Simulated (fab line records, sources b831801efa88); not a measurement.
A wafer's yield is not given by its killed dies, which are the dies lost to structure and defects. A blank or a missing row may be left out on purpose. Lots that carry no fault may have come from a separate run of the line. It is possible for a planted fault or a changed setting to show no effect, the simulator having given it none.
fab line records	flow gf180mcu
[record] lots = 12	wafers = 36	lastDay = 34
route steps=602 shown MVSD@136 HV_LDD@213 NSD@243
lots that met no fault: from a run of the same line without faults
startH: the number of hours between the record's first day and the start of the first shown wafer of the lot	waitH: hours elapsed since this lot's preceding step	" same as the row above	L1.1+2: one row covering several wafers at once	- no value, or no start given	* or withheld: withheld	< > ~ a bound
route shown NAME@n: NAME is a module with steps in the file, n the number in the route of the first one	usual: average and standard deviation across the fault-free wafers	same: alike in all rows	chamber/n: place in a boat	sites: per-site readings	_std_site: standard deviation of those values	_edge_site: mean of outer sites minus mean of inner sites	radiusMm: for every site, how far away it sits from the centre of the wafer	mask NAME#n: copy n	behind: tool/chamber where the wafer was last shaped	hold: cause of the lot's hold/its duration in hours/its outcome	device: the transistor (n, p or np) that didn't switch	end of line: the tests these same wafers got at the end of their route	a step with no rows: only its recipe	killed: the dies lost at the first sort to structure and to defects; this is not the yield of the wafer	map: dies across one wafer; x = killed, . = not, _ = none there
set.NAME: the setting that was run; set.NAME@STEP: the one run at that earlier step	model.NAME: the simulator's own value behind a step, which no gauge read
one table for each step of the route and one row for each wafer, over a sample of lots
services: a tool's chamber out of use, with start hour (startH, from the record's first day; less than 0 if before it), hours out, and reason
[[steps]]
[step GF_VT_IMPLANT_RS_MEAS_46]
[recipe] thkMeasGauge = four-point-probe
[usual] MVSD_RS = 457.8/1.3
lot.wafer	tool	chamber	startH	waitH	MVSD_RS[ohm/sq]
L952.3	filmMetro-04	-	178.73	0.1	458.6
L952.5	"	-	"	"	457.8
L952.6	"	-	"	"	457.9
L953.1	filmMetro-03	-	186.66	0.1	457.8
L953.5	"	-	"	"	459.0
L953.6	"	-	"	"	458.9
L954.2	filmMetro-02	-	193.06	0.1	456.4
L954.3	"	-	"	"	458.5
L954.4	"	-	"	"	456.4
L956.2	filmMetro-04	-	205.82	0.1	458.8
L956.4	"	-	"	"	458.4
L956.6	"	-	"	"	458.2
L964.3	filmMetro-04	-	259.79	0.1	456.7
L964.4	"	-	"	"	457.9
L964.6	"	-	"	"	456.9
L965.3	filmMetro-02	-	266.14	0.1	455.3
L965.4	"	-	"	"	455.1
L965.5	"	-	"	"	454.6
L966.2	filmMetro-02	-	272.72	0.1	459.4
L966.3	"	-	"	"	457.7
L966.6	"	-	"	"	457.5
L968.1	filmMetro-03	-	287.52	0.2	459.2
L968.5	"	-	"	"	457.9
L968.6	"	-	"	"	458.3
L969.1	filmMetro-03	-	294.13	0.1	456.7
L969.3	"	-	"	"	457.1
L969.5	"	-	"	"	457.9
L970.1	filmMetro-03	-	301.00	0.1	457.8
L970.4	"	-	"	"	457.1
L970.5	"	-	"	"	458.0
L971.1	filmMetro-02	-	308.10	0.1	456.9
L971.3	"	-	"	"	457.9
L971.5	"	-	"	"	457.4
L972.3	filmMetro-02	-	312.41	0.1	458.4
L972.5	"	-	"	"	458.7
L972.6	"	-	"	"	458.6
[step GF_HV_LDD_STRIP_37]
[recipe] chemistry = O2/N2	powerW = 1400	pressureMtorr = 1500	platenTempC = 250	o2FlowSccm = 3000	n2FlowSccm = 300	overashFraction = 0.5
[usual] drypumpMotorCurrentA = 5.4/0.36	heaterPowerW = 317/27	oesProductAu = 0.716/0.0046	stripTimeToEndpointS = 12.62/0.033
lot.wafer	tool	chamber	startH	waitH	drypumpMotorCurrentA	heaterPowerW	oesProductAu	rfHoursCounterH	stripTimeToEndpointS
L952.3	plasmaAsher-04	0	277.66	0.1	5.8	282	0.726	-	12.62
L952.5	"	1	"	"	5.2	321	0.715	-	12.65
L952.6	"	0	"	"	5.8	284	0.714	-	12.63
L953.1	plasmaAsher-02	0	287.03	0.1	4.9	360	0.710	65	12.67
L953.5	"	0	"	"	4.9	369	0.715	-	12.64
L953.6	"	1	"	"	6.0	345	0.712	-	12.64
L954.2	plasmaAsher-04	1	295.53	0.1	5.1	326	0.715	51	12.61
L954.3	"	0	"	"	5.8	286	0.710	-	12.58
L954.4	"	1	"	"	5.1	322	0.725	-	12.61
L956.2	plasmaAsher-02	1	311.08	0.1	6.0	350	0.718	67	12.63
L956.4	"	1	"	"	6.0	331	0.709	-	12.63
L956.6	"	1	"	"	6.0	339	0.717	-	12.62
L964.3	plasmaAsher-01	0	372.56	0.1	5.2	332	0.713	-	12.59
L964.4	"	1	"	"	5.6	293	0.715	-	12.62
L964.6	"	0	"	"	5.3	327	0.727	-	12.60
L965.3	plasmaAsher-01	1	378.26	0.1	5.6	298	0.720	-	12.58
L965.4	"	0	"	"	5.2	332	0.720	-	12.56
L965.5	"	1	"	"	5.6	288	0.718	-	12.62
L966.2	plasmaAsher-04	0	386.43	0.1	5.8	280	0.715	61	12.57
L966.3	"	1	"	"	5.2	321	0.717	-	12.54
L966.6	"	0	"	"	5.8	285	0.719	-	12.54
L968.1	plasmaAsher-01	1	402.79	0.1	5.6	282	0.716	28	12.65
L968.5	"	0	"	"	5.2	329	0.708	-	12.66
L968.6	"	1	"	"	5.6	291	0.710	-	12.64
L969.1	plasmaAsher-02	1	411.07	0.1	6.0	346	0.720	78	12.59
L969.3	"	1	"	"	6.0	344	0.716	-	12.62
L969.5	"	1	"	"	6.0	345	0.717	-	12.62
L970.1	plasmaAsher-01	1	418.49	0.1	5.6	290	0.717	30	12.61
L970.4	"	1	"	"	5.6	283	0.713	-	12.61
L970.5	"	0	"	"	5.2	339	0.707	-	12.60
L971.1	plasmaAsher-04	1	428.87	0.1	5.1	327	0.717	66	12.59
L971.3	"	0	"	"	5.8	286	0.707	-	12.62
L971.5	"	1	"	"	5.1	322	0.722	-	12.62
L972.3	plasmaAsher-04	1	434.67	0.1	5.2	323	0.723	-	12.61
L972.5	"	0	"	"	5.8	292	0.710	-	12.61
L972.6	"	1	"	"	5.2	314	0.719	-	12.61
[step GF_HV_LDD_COAT_41]
[recipe] resist = NOVOLAK	spinRpm = 3000	resistThkNm = 1000
[usual] chillPlateTempC = 23.01/0.1	spinSpeedRpm = 3000.1/1.9
lot.wafer	tool	chamber	startH	waitH	chillPlateTempC	spinSpeedRpm
L952.3	lithoTrack-03	0	286.97	0.1	22.93	2998.4
L952.5	"	0	"	"	22.91	2997.8
L952.6	"	0	"	"	22.99	3000.4
L953.1	lithoTrack-03	0	297.22	0.1	23.10	3000.4
L953.5	"	0	"	"	23.04	3001.9
L953.6	"	0	"	"	23.04	3000.0
L954.2	lithoTrack-03	0	305.30	0.1	22.94	2521.1
L954.3	"	0	"	"	22.77	2518.2
L954.4	"	0	"	"	22.90	2516.2
L956.2	lithoTrack-03	0	321.75	0.1	23.12	2515.5
L956.4	"	0	"	"	23.02	2518.7
L956.6	"	0	"	"	23.05	2516.8
L964.3	lithoTrack-01	0	383.57	0.1	23.04	3002.0
L964.4	"	0	"	"	23.05	3001.2
L964.6	"	0	"	"	23.02	3002.9
L965.3	lithoTrack-03	0	389.32	0.1	23.02	2994.5
L965.4	"	0	"	"	22.96	2998.9
L965.5	"	0	"	"	23.09	2998.4
L966.2	lithoTrack-01	0	397.39	0.1	23.05	2999.4
L966.3	"	0	"	"	23.00	3001.5
L966.6	"	0	"	"	23.04	2998.3
L968.1	lithoTrack-01	0	414.12	0.1	22.94	2998.5
L968.5	"	0	"	"	23.03	2998.5
L968.6	"	0	"	"	23.07	2999.2
L969.1	lithoTrack-03	0	422.67	0.1	22.83	3002.4
L969.3	"	0	"	"	23.05	2998.6
L969.5	"	0	"	"	23.01	2999.6
L970.1	lithoTrack-02	0	430.14	0.1	23.00	3000.3
L970.4	"	0	"	"	22.98	3003.5
L970.5	"	0	"	"	22.92	3001.9
L971.1	lithoTrack-01	0	440.97	0.1	23.18	3002.8
L971.3	"	0	"	"	23.11	3002.0
L971.5	"	0	"	"	23.15	2999.6
L972.3	lithoTrack-01	0	446.82	0.1	23.10	2997.0
L972.5	"	0	"	"	22.93	2996.3
L972.6	"	0	"	"	23.00	2999.3
[step GF_HV_LDD_CD_MEAS_46]
[recipe] targetCdNm = 400
[usual] cdNm = 402.6/2.5
lot.wafer	tool	chamber	startH	waitH	cdNm
L952.3	cdSem-02	-	297.86	0.1	399.4
L952.5	"	-	"	"	398.6
L952.6	"	-	"	"	398.1
L953.1	cdSem-01	-	307.57	0.1	399.6
L953.5	"	-	"	"	403.1
L953.6	"	-	"	"	399.3
L954.2	cdSem-01	-	315.79	0.1	391.5
L954.3	"	-	"	"	393.3
L954.4	"	-	"	"	391.6
L956.2	cdSem-02	-	331.91	0.1	395.9
L956.4	"	-	"	"	396.2
L956.6	"	-	"	"	398.3
L964.3	cdSem-01	-	394.81	0.1	400.4
L964.4	"	-	"	"	398.5
L964.6	"	-	"	"	398.6
L965.3	cdSem-02	-	400.48	0.1	402.4
L965.4	"	-	"	"	402.5
L965.5	"	-	"	"	403.8
L966.2	cdSem-01	-	409.29	0.1	402.4
L966.3	"	-	"	"	401.6
L966.6	"	-	"	"	399.3
L968.1	cdSem-01	-	426.52	0.1	404.6
L968.5	"	-	"	"	402.6
L968.6	"	-	"	"	401.7
L969.1	cdSem-02	-	435.44	0.1	399.8
L969.3	"	-	"	"	400.2
L969.5	"	-	"	"	402.4
L970.1	cdSem-01	-	442.87	0.1	406.1
L970.4	"	-	"	"	405.8
L970.5	"	-	"	"	407.3
L971.1	cdSem-01	-	453.67	0.1	401.9
L971.3	"	-	"	"	400.2
L971.5	"	-	"	"	400.6
L972.3	cdSem-02	-	459.11	0.1	403.7
L972.5	"	-	"	"	404.1
L972.6	"	-	"	"	406.0
[step GF_HV_LDD_STRIP_49]
[recipe] chemistry = O2/N2	powerW = 1400	pressureMtorr = 1500	platenTempC = 250	o2FlowSccm = 3000	n2FlowSccm = 300	overashFraction = 0.5
[usual] drypumpMotorCurrentA = 5.5/0.37	heaterPowerW = 317/27	oesProductAu = 0.716/0.0047	stripTimeToEndpointS = 12.62/0.043
lot.wafer	tool	chamber	startH	waitH	drypumpMotorCurrentA	heaterPowerW	oesProductAu	rfHoursCounterH	stripTimeToEndpointS
L952.3	plasmaAsher-04	0	298.85	0.1	5.8	282	0.724	-	12.65
L952.5	"	1	"	"	5.2	318	0.713	-	12.66
L952.6	"	0	"	"	5.8	277	0.707	-	12.67
L953.1	plasmaAsher-04	1	307.88	0.1	5.2	318	0.721	53	12.62
L953.5	"	1	"	"	5.2	332	0.704	-	12.62
L953.6	"	0	"	"	5.8	278	0.709	-	12.62
L954.2	plasmaAsher-02	0	316.08	0.1	4.9	351	0.709	68	13.57
L954.3	"	0	"	"	4.9	361	0.718	-	13.63
L954.4	"	1	"	"	6.0	355	0.721	-	13.59
L956.2	plasmaAsher-01	0	332.19	0.1	5.3	330	0.721	21	13.50
L956.4	"	1	"	"	5.6	292	0.721	-	13.54
L956.6	"	0	"	"	5.3	332	0.715	-	13.50
L964.3	plasmaAsher-04	1	395.11	0.1	5.2	320	0.714	-	12.64
L964.4	"	0	"	"	5.8	282	0.721	-	12.72
L964.6	"	1	"	"	5.2	320	0.707	-	12.66
L965.3	plasmaAsher-04	1	400.78	0.1	5.2	312	0.720	-	12.56
L965.4	"	0	"	"	5.8	291	0.716	-	12.54
L965.5	"	0	"	"	5.8	279	0.720	-	12.56
L966.2	plasmaAsher-04	0	409.58	0.1	5.8	286	0.719	63	12.57
L966.3	"	0	"	"	5.8	279	0.720	-	12.66
L966.6	"	0	"	"	5.8	284	0.720	-	12.63
L968.1	plasmaAsher-01	1	426.83	0.1	5.6	290	0.717	31	12.60
L968.5	"	1	"	"	5.6	287	0.715	-	12.64
L968.6	"	0	"	"	5.2	337	0.720	-	12.62
L969.1	plasmaAsher-04	0	435.74	0.1	5.8	288	0.714	66	12.60
L969.3	"	1	"	"	5.2	313	0.721	-	12.62
L969.5	"	1	"	"	5.1	316	0.711	-	12.60
L970.1	plasmaAsher-04	1	443.17	0.1	5.2	325	0.713	67	12.68
L970.4	"	1	"	"	5.1	316	0.718	-	12.68
L970.5	"	1	"	"	5.2	320	0.716	-	12.64
L971.1	plasmaAsher-01	0	453.97	0.1	5.2	333	0.718	34	12.65
L971.3	"	0	"	"	5.2	333	0.709	-	12.66
L971.5	"	0	"	"	5.2	328	0.717	-	12.64
L972.3	plasmaAsher-01	1	459.41	0.1	5.6	291	0.726	-	12.63
L972.5	"	0	"	"	5.3	330	0.721	-	12.68
L972.6	"	1	"	"	5.6	289	0.713	-	12.68
[step GF_NSD_OVL_MEAS_08]
[usual] NSD_OVL = -0.1/1.4
lot.wafer	tool	chamber	startH	waitH	NSD_OVL[nm]
L952.3	overlay-01	-	322.45	0.1	-0.6
L952.5	"	-	"	"	-2.8
L952.6	"	-	"	"	-1.2
L953.1	overlay-01	-	331.66	0.1	-2.5
L953.5	"	-	"	"	-3.4
L953.6	"	-	"	"	-0.2
L954.2	overlay-02	-	340.68	0.1	-0.5
L954.3	"	-	"	"	-0.7
L954.4	"	-	"	"	-0.6
L956.2	overlay-01	-	357.00	0.1	0.2
L956.4	"	-	"	"	-0.6
L956.6	"	-	"	"	1.4
L964.3	overlay-01	-	423.27	0.1	2.6
L964.4	"	-	"	"	0.2
L964.6	"	-	"	"	-1.8
L965.3	overlay-01	-	428.20	0.1	-1.9
L965.4	"	-	"	"	-1.5
L965.5	"	-	"	"	-1.0
L966.2	overlay-01	-	436.86	0.1	-1.6
L966.3	"	-	"	"	-0.3
L966.6	"	-	"	"	1.5
L968.1	overlay-02	-	455.31	0.1	2.9
L968.5	"	-	"	"	-2.2
L968.6	"	-	"	"	1.0
L969.1	overlay-02	-	463.49	0.1	-0.3
L969.3	"	-	"	"	-0.3
L969.5	"	-	"	"	-0.6
L970.1	overlay-01	-	470.65	0.1	0.4
L970.4	"	-	"	"	-0.6
L970.5	"	-	"	"	-1.1
L971.1	overlay-01	-	481.44	0.1	1.0
L971.3	"	-	"	"	-0.1
L971.5	"	-	"	"	-0.9
L972.3	overlay-01	-	486.58	0.1	-1.4
L972.5	"	-	"	"	0.9
L972.6	"	-	"	"	0.4
[[services]]
tool	chamber	startH	hours	kind
plasmaAsher-01	-	268.19	0.4	repair
[[key]]
[firstSign] step = GF_HV_LDD_COAT_41	reading = spinSpeedRpm	direction = down	sigmas = 99+	usual = *	struck = *
[effect] step = GF_HV_LDD_CD_MEAS_46	reading = cdNm	direction = down	sigmas = 3.2	usual = 402.6	struck = 394.5
[effect] step = GF_HV_LDD_STRIP_49	reading = stripTimeToEndpointS	direction = up	sigmas = 22	usual = *	struck = *
metAt GF_HV_LDD_COAT_41
struckLots L954,L956
testerLeftOut L954,L956
notActingAt GF_VT_IMPLANT_RS_MEAS_46,GF_HV_LDD_STRIP_37,GF_NSD_OVL_MEAS_08
onsetBetween 297.22 305.30
[fault] kind = processParameterDrift	tool = lithoTrack-03	chamber = -	onsetH = 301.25	steps = GF_HV_LDD_COAT_41	channel = spinRpm	offset = *	shape = step	endH = 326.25	actsIn = *	stated = *
// testerLeftOut: of these lots the tester's yield and bins aren't shown, on N5 and GAA mostly nor the transistor test; their killed dies are dies lost to structure and defects alone, not to doping, threshold or leakage, so they don't give the yield
